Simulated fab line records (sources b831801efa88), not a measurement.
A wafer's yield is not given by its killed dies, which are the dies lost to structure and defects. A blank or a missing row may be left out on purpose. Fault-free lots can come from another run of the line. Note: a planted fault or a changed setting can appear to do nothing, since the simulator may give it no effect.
What tool caused it?	flow sky130	route of 708 steps, sampled at 1 step: 13 lots, 39 wafers

WHAT THE GAUGES SHOWED, per wafer
SKY_FIELD_ISO_THK_MEAS_04.
lot	measured	on	FIELD_ISO_CVD_03_THK (nm)
L348	day 1 14:05	film_metro-03	163.6 164.3 163.9
L349	day 1 20:40	film_metro-03	166.5 166.4 165.5
L350	day 1 23:37	film_metro-02	163.0 162.5 164.4
L351	day 2 05:47	film_metro-01	165.0 166.6 164.9
L352	day 2 10:01	film_metro-01	163.4 164.8 165.5
L355	day 3 01:11	film_metro-01	162.9 165.8 164.9
L357	day 3 12:00	film_metro-02	167.2 167.1 168.1
L359	day 3 21:48	film_metro-03	162.8 162.9 163.3
L361	day 4 08:53	film_metro-02	162.7 162.8 163.0
L368	day 5 17:55	film_metro-03	165.0 165.1 166.8
L369	day 5 23:14	film_metro-01	165.5 164.7 164.3
L370	day 6 03:32	film_metro-01	164.3 163.8 163.3
L371	day 6 08:59	film_metro-02	167.6 165.8 166.8

WHICH TOOL RAN EACH LOT (tool, then ch and the chambers of the sampled wafers, then the start)
Before these readings, the record contains no process step.

WHAT THE TOOLS THEMSELVES READ (means of the sampled wafers that have a number; where no wafer has one, the mark that the record gives instead)
The record holds no such reading with a usual standard deviation.

THE ANSWER, worked out from the rows above alone
Rule: what is usual is taken from the lots themselves. The widest of any qualifying gaps counts: lots, ordered by their means at a reading, are off when they make up no more than a third of the lots, leave a main group of 4 or more, and stand apart from it by 3 or more times the standard deviation of that group's means. If all means in a main group match to the digits the tables above print for the reading, that group is not used. Also off: a lot with no number at a reading for which 4 or more lots have one. Any other lot the step has rows for is counted as sound. After the gauges, taken in route order, come the tools' own readings; for these a lot's mean is taken, as printed above. The first step at which some lot is off is used, and at that step the reading that is off furthest; a lot without a number counts as furthest.
No lot is off at any reading shown: from this, nothing can be told.

WHAT THE SIMULATOR HAD PUT IN
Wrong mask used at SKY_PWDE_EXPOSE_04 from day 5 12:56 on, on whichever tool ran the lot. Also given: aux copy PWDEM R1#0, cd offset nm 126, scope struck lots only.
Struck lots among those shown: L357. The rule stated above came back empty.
